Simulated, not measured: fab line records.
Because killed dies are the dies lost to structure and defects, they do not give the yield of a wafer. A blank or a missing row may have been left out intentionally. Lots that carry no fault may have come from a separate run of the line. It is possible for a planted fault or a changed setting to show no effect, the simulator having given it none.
fab line records ; flow gf180mcu ; part 2 of 2: steps 28 to 36 of 36
record: lots: 5; wafers: 15; lastDay: 33
route steps=602 shown V4@481 MIM@503
lots with no fault: from the same line, run without faults
startH: the number of hours between the record's first day and the start of the first shown wafer of the lot ; waitH: hours since the lot's step before ; " repeats the value in the row above ; L1.1+2: a row that stands for several wafers ; - either no value or no given start ; * or withheld: withheld ; < > ~ a bound
route shown NAME@n: a module of which the file shows steps, and the number in the route of the first ; usual: average and standard deviation across the fault-free wafers ; same: alike in all rows ; chamber/n: place in a boat ; sites: readings site by site ; _std_site: the standard deviation of these ; _edge_site: the outer-site mean with the inner-site mean subtracted ; radiusMm: for every site, how far away it sits from the centre of the wafer ; mask NAME#n: copy n ; behind: the last tool/chamber to shape the wafer ; hold: what put the lot on hold/how long, in hours/how the hold closed ; device: names the non-switching transistor (n, p or np) ; end of line: at the end of the route, the tests of the same wafers ; step lacking rows: just its recipe ; killed: at the first sort, the dies lost to defects and structure; wafer yield is something else ; map: a wafer's dies, x killed, . not, _ none there
set.NAME: the setting as run; set.NAME@STEP: as run at that earlier step ; model.NAME: the simulator's own value behind a step, which no gauge read
a table for each step, a row for each wafer; lots at some steps of the route
services: the hour from which a tool's chamber was out of use, counted from the record's first day as startH (under 0 if before that day), plus the number of hours and why
== steps ==
step: GF_MIM_CVD_05
recipe: material: Si3N4; targetThkNm: 42; tempMaxC: 400; tempC: 385; timeS: 29.086; rfW: 450
usual: heaterPowerW: 629/77; susceptorTempC: 385.00/0.2; tempMaxC: 400.02/0.25
lot.wafer;tool;chamber;startH;waitH;heaterPowerW;susceptorTempC;tempMaxC
L076.2;pecvd-01;1;575.91;0.0;678;385.04;399.81
L076.5;pecvd-01;2;575.91;0.0;649;384.82;400.23
L076.6;pecvd-01;1;575.91;0.0;713;384.95;400.26
L087.1;pecvd-04;1;667.43;0.0;606;384.96;400.22
L087.2;pecvd-04;2;667.43;0.0;571;385.01;399.93
L087.6;pecvd-04;2;667.43;0.0;565;384.90;400.16
L088.1;pecvd-04;2;669.33;0.0;639;384.98;399.99
L088.3;pecvd-04;0;669.33;0.0;648;384.85;399.88
L088.5;pecvd-04;1;669.33;0.0;573;384.81;400.38
L090.1;pecvd-02;2;696.23;0.0;739;384.88;400.43
L090.3;pecvd-02;0;696.23;0.0;618;385.25;400.39
L090.6;pecvd-02;0;696.23;0.0;594;385.14;400.30
L092.3;pecvd-04;0;704.23;0.0;647;384.81;399.94
L092.4;pecvd-04;0;704.23;0.0;646;384.83;400.25
L092.5;pecvd-04;2;704.23;0.0;599;385.12;400.15
step: GF_MIM_THK_MEAS_06
recipe: reads: Si3N4_of_MIM_CVD_05
usual: MIM_CVD_05_THK: 41.9/0.59
lot.wafer;tool;chamber;startH;waitH;MIM_CVD_05_THK[nm]
L076.2;filmMetro-03;-;575.95;0.0;42.0
L076.5;filmMetro-03;-;575.95;0.0;42.9
L076.6;filmMetro-03;-;575.95;0.0;43.1
L087.1;filmMetro-02;-;667.46;0.0;41.7
L087.2;filmMetro-02;-;667.46;0.0;41.3
L087.6;filmMetro-02;-;667.46;0.0;42.2
L088.1;filmMetro-03;-;669.37;0.0;41.2
L088.3;filmMetro-03;-;669.37;0.0;41.3
L088.5;filmMetro-03;-;669.37;0.0;41.9
L090.1;filmMetro-02;-;696.26;0.0;42.3
L090.3;filmMetro-02;-;696.26;0.0;42.3
L090.6;filmMetro-02;-;696.26;0.0;42.7
L092.3;filmMetro-02;-;704.29;0.0;41.4
L092.4;filmMetro-02;-;704.29;0.0;41.6
L092.5;filmMetro-02;-;704.29;0.0;41.6
step: GF_MIM_SPUTTER_07
recipe: material: TiN; targetThkNm: 60; powerW: 6500; timeS: 50; chamberPressurePa: 0.4
usual: cathodeDcPowerW: 6500.0/1.1; throttleValvePct: 29.9/1.2
lot.wafer;tool;chamber;startH;waitH;cathodeDcPowerW;throttleValvePct
L076.2;pvdSputter-03;-;576.00;0.0;6499.8;29.5
L076.5;pvdSputter-03;-;576.00;0.0;6502.1;29.6
L076.6;pvdSputter-03;-;576.00;0.0;6499.0;32.2
L087.1;pvdSputter-04;-;667.52;0.1;6499.3;29.3
L087.2;pvdSputter-04;-;667.52;0.1;6499.2;30.7
L087.6;pvdSputter-04;-;667.52;0.1;6500.5;30.9
L088.1;pvdSputter-02;-;669.43;0.1;6497.9;28.7
L088.3;pvdSputter-02;-;669.43;0.1;6499.7;28.9
L088.5;pvdSputter-02;-;669.43;0.1;6499.3;30.4
L090.1;pvdSputter-02;-;696.32;0.1;6501.2;28.5
L090.3;pvdSputter-02;-;696.32;0.1;6499.8;28.8
L090.6;pvdSputter-02;-;696.32;0.1;6500.1;29.0
L092.3;pvdSputter-02;-;704.33;0.0;6499.4;28.7
L092.4;pvdSputter-02;-;704.33;0.0;6500.5;29.0
L092.5;pvdSputter-02;-;704.33;0.0;6500.6;28.9
step: GF_MIM_SPUTTER_08
recipe: material: AlCu; targetThkNm: 200; powerW: 10600; timeS: 10.6; chamberPressurePa: 0.4
usual: cathodeDcPowerW: 10600/1.9; throttleValvePct: 29.9/1.2
lot.wafer;tool;chamber;startH;waitH;cathodeDcPowerW;throttleValvePct
L076.2;pvdSputter-03;-;576.05;0.0;10598;29.7
L076.5;pvdSputter-03;-;576.05;0.0;10597;29.9
L076.6;pvdSputter-03;-;576.05;0.0;10599;32.3
L087.1;pvdSputter-04;-;667.56;0.0;10605;29.1
L087.2;pvdSputter-04;-;667.56;0.0;10602;30.7
L087.6;pvdSputter-04;-;667.56;0.0;10601;30.4
L088.1;pvdSputter-02;-;669.47;0.0;10599;28.9
L088.3;pvdSputter-02;-;669.47;0.0;10601;29.3
L088.5;pvdSputter-02;-;669.47;0.0;10601;30.4
L090.1;pvdSputter-02;-;696.37;0.0;10599;29.0
L090.3;pvdSputter-02;-;696.37;0.0;10596;29.1
L090.6;pvdSputter-02;-;696.37;0.0;10602;29.0
L092.3;pvdSputter-02;-;704.37;0.0;10600;29.0
L092.4;pvdSputter-02;-;704.37;0.0;10601;28.9
L092.5;pvdSputter-02;-;704.37;0.0;10601;28.5
step: GF_MIM_SPUTTER_09
recipe: material: TiN; targetThkNm: 35; powerW: 6500; timeS: 29.2; chamberPressurePa: 0.4
usual: cathodeDcPowerW: 6500.0/1.2; throttleValvePct: 29.9/1.2
lot.wafer;tool;chamber;startH;waitH;cathodeDcPowerW;throttleValvePct
L076.2;pvdSputter-03;-;576.07;0.0;6501.2;29.4
L076.5;pvdSputter-03;-;576.07;0.0;6498.1;29.4
L076.6;pvdSputter-03;-;576.07;0.0;6499.4;32.5
L087.1;pvdSputter-04;-;667.59;0.0;6498.9;29.3
L087.2;pvdSputter-04;-;667.59;0.0;6499.6;30.8
L087.6;pvdSputter-04;-;667.59;0.0;6499.5;30.9
L088.1;pvdSputter-02;-;669.49;0.0;6498.2;29.0
L088.3;pvdSputter-02;-;669.49;0.0;6499.5;29.1
L088.5;pvdSputter-02;-;669.49;0.0;6501.0;30.4
L090.1;pvdSputter-02;-;696.39;0.0;6500.6;28.5
L090.3;pvdSputter-02;-;696.39;0.0;6499.4;29.0
L090.6;pvdSputter-02;-;696.39;0.0;6498.8;29.0
L092.3;pvdSputter-02;-;704.39;0.0;6497.0;28.5
L092.4;pvdSputter-02;-;704.39;0.0;6498.7;29.1
L092.5;pvdSputter-02;-;704.39;0.0;6500.1;28.6
step: GF_MIM_RS_MEAS_10
recipe: thkMeasGauge: four-point-probe; reads: TiN_of_MIM_SPUTTER_09+AlCu_of_MIM_SPUTTER_08+TiN_of_MIM_SPUTTER_07
usual: MIM_ALCU_RS: 0.1603/0.0018
lot.wafer;tool;chamber;startH;waitH;MIM_ALCU_RS[ohm/sq]
L076.2;filmMetro-01;-;576.12;0.0;0.1631
L076.5;filmMetro-01;-;576.12;0.0;0.1637
L076.6;filmMetro-01;-;576.12;0.0;0.1622
L087.1;filmMetro-01;-;667.62;0.0;0.1594
L087.2;filmMetro-01;-;667.62;0.0;0.1598
L087.6;filmMetro-01;-;667.62;0.0;0.1590
L088.1;filmMetro-02;-;669.53;0.0;0.1587
L088.3;filmMetro-02;-;669.53;0.0;0.1581
L088.5;filmMetro-02;-;669.53;0.0;0.1598
L090.1;filmMetro-03;-;696.42;0.0;0.1604
L090.3;filmMetro-03;-;696.42;0.0;0.1596
L090.6;filmMetro-03;-;696.42;0.0;0.1593
L092.3;filmMetro-01;-;704.47;0.1;0.1599
L092.4;filmMetro-01;-;704.47;0.1;0.1604
L092.5;filmMetro-01;-;704.47;0.1;0.1603
step: GF_MIM_THK_MEAS_11
recipe: thkMeasGauge: xrf; reads: AlCu_of_MIM_SPUTTER_08
usual: MIM_ALCU_THK: 198.0/2.1
lot.wafer;tool;chamber;startH;waitH;MIM_ALCU_THK[nm]
L076.2;filmMetro-01;-;576.23;0.1;194.6
L076.5;filmMetro-01;-;576.23;0.1;194.0
L076.6;filmMetro-01;-;576.23;0.1;196.3
L087.1;filmMetro-01;-;667.74;0.1;198.9
L087.2;filmMetro-01;-;667.74;0.1;196.4
L087.6;filmMetro-01;-;667.74;0.1;199.5
L088.1;filmMetro-02;-;669.65;0.1;198.3
L088.3;filmMetro-02;-;669.65;0.1;200.2
L088.5;filmMetro-02;-;669.65;0.1;196.7
L090.1;filmMetro-03;-;696.54;0.1;198.5
L090.3;filmMetro-03;-;696.54;0.1;198.8
L090.6;filmMetro-03;-;696.54;0.1;198.9
L092.3;filmMetro-01;-;704.57;0.1;198.2
L092.4;filmMetro-01;-;704.57;0.1;196.5
L092.5;filmMetro-01;-;704.57;0.1;198.8
step: GF_MIM_DEHYDRATE_12
recipe: tempC: 200; timeS: 60
lot.wafer;tool;chamber;startH;waitH
L076.2+5+6;lithoTrack-03;0;586.47;10.2
L087.1+2+6;lithoTrack-01;0;676.82;9.1
L088.1+3+5;lithoTrack-02;0;678.18;8.5
L090.1+3+6;lithoTrack-01;0;704.92;8.4
L092.3+4+5;lithoTrack-02;0;712.53;8.0
step: GF_MIM_HMDS_13
recipe: primeTimeS: 60; primeTempC: 120
lot.wafer;tool;chamber;startH;waitH
L076.2+5+6;lithoTrack-03;0;586.62;0.1
L087.1+2+6;lithoTrack-01;0;676.97;0.1
L088.1+3+5;lithoTrack-02;0;678.33;0.1
L090.1+3+6;lithoTrack-01;0;705.07;0.1
L092.3+4+5;lithoTrack-02;0;712.68;0.1
== services ==
tool;chamber;startH;hours;kind
rieDiel-04;3;549.34;12.4;repair
cmp-02;-;551.21;0.2;repair
rieDiel-01;-;560.15;28.1;pm
pecvd-04;2;571.19;2.6;repair
pvdSputter-01;-;571.27;7.4;repair
cmp-02;-;572.21;4.0;pm
cmp-01;-;576.21;5.5;pm
cvdW-01;-;577.28;14.6;pm
pvdSputter-04;-;583.84;14.3;repair
krfScanner-01;-;586.06;1.3;pm
krfScanner-01;-;587.36;0.8;pm
krfScanner-01;-;590.68;1.0;pm
rieDiel-04;0;593.00;7.8;repair
pecvd-04;-;596.80;1.4;repair
pvdSputter-03;-;629.16;1.8;repair
pvdSputter-03;-;634.48;7.4;repair
wetBench-02;-;635.17;1.9;pm
wetBench-01;-;650.56;2.2;repair
krfScanner-01;-;653.45;1.2;repair
wetBench-01;-;659.22;2.3;repair
krfScanner-01;-;661.61;4.4;pm
wetBench-01;-;670.10;1.9;repair
pvdSputter-02;-;687.37;6.2;repair
pvdSputter-04;-;699.92;0.7;repair
